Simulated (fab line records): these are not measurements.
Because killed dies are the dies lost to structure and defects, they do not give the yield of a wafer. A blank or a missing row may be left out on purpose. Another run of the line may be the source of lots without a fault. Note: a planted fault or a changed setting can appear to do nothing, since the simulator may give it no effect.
Struck lot and sound lot, side by side | flow sky130 | 14 steps out of a route of 708
Sound: these wafers, L588.4, L588.5, L588.6. The struck wafers were L595.1, L595.5, L595.6. At the end, the cause is stated.
Each step with rows lists, per side, the tool, then ch with its chambers, then its first start. Under that, the readings that differ: sound wafers | struck wafers | difference of the means | sigmas: that difference in standard deviations of wafers without a fault.
alike: readings whose means differ by less than 2 such deviations, and words and numbers that are the same on both sides. not compared: withheld readings, readings that some wafer has no value for, bounds like >300 that may hide the same value, and numbers for which the record gives no deviation and whose values overlap.
Wherever a step has rows on one side only, a row that says differs or no value, or a row with sigmas, the two part there. Non-overlapping numbers with no deviation appear without sigmas and do not part them. A reading missing from all wafers of one side parts the sides only when that side holds two or more wafers.

first, 1 step without rows for these wafers: SKY_CONTACT_ETCH_16 (etches BARC in N2/H2, stops on SiO2, time 45.9 s, target depth 60 nm).
SKY_CONTACT_ETCH_17: etches SiO2 in C4F8/O2/Ar, stops on Si3N4, target depth 340 nm.
  sound on rie diel-03 ch 0,2,3, day 35 09:41; struck on rie diel-03 ch 1,2,3, day 37 13:16
  alike: oes product au, rf fwd power W
then, 5 steps without rows for these wafers: SKY_CONTACT_ETCH_18 (etches Si3N4 in CHF3/O2, stops on TiN, time 39 s, target depth 75 nm); SKY_CONTACT_STRIP_19 (strips in O2/N2); SKY_CONTACT_STRIP_20 (strips in post etch residue remover, time 1200 s); SKY_CONTACT_CLEAN_21 (cleans in IPA, time 180 s); SKY_CONTACT_CLEAN_22 (cleans in O3/DIW).
SKY_CONTACT_SPUTTER_23: material TiN, target thk 20 nm, time 80 s.
  sound: pvd sputter-01 at day 35 10:22; struck: pvd sputter-01 at day 37 13:56
  alike: cathode dc power W, chamber pressure pa, throttle valve pct
SKY_CONTACT_CVD_24: deposits W, target thk 340 nm, time 102.12 s.
  sound on cvd w-02 ch 0,1, day 35 10:28; struck on cvd w-01 ch 0,1, day 37 14:00
  alike: heater power w
SKY_CONTACT_RS_MEAS_25: the measuring method here is four-point-probe.
  sound: film metro-04 at day 35 10:36; struck: film metro-03 at day 37 14:07
  alike: CONTACT_W_RS
SKY_CONTACT_THK_MEAS_26: measures by xrf.
  sound: film metro-04 at day 35 10:41; struck: film metro-03 at day 37 14:14
  alike: CONTACT_W_THK
SKY_CONTACT_CMP_27: polishes, stops on SiO2, t overpolish 15 s, target thk 0 nm.
  sound on cmp-02 ch 2,3, day 35 10:43; struck on cmp-02 ch 0,1,3, day 37 14:23
  alike: motor current A, overpolish run s, time to endpoint s
SKY_METAL1_SPUTTER_00: material Ti, target thk 15 nm, time 10 s.
  sound: pvd sputter-03 at day 35 11:01; struck: pvd sputter-02 at day 37 14:35
  no value came back on the struck wafers for cathode dc power W (W), chamber pressure pa (Pa), throttle valve pct (%); on the sound wafers cathode dc power W (W) reads 2999.0 3000.0 3000.8
SKY_METAL1_SPUTTER_01: material TiN, target thk 20 nm, time 16.7 s.
  sound: pvd sputter-03 at day 35 11:03; struck: pvd sputter-02 at day 37 14:37
  alike: cathode dc power W, chamber pressure pa, throttle valve pct

WHERE THEY PART
At SKY_METAL1_SPUTTER_00 and nowhere else, as far as this record goes. Later steps at which nothing parts them and some readings are alike: SKY_METAL1_SPUTTER_01.

WHY: what had been put in by the simulator
Whole step skipped at SKY_METAL1_SPUTTER_00 on pvd sputter-02, starting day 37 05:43. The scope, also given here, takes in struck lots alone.
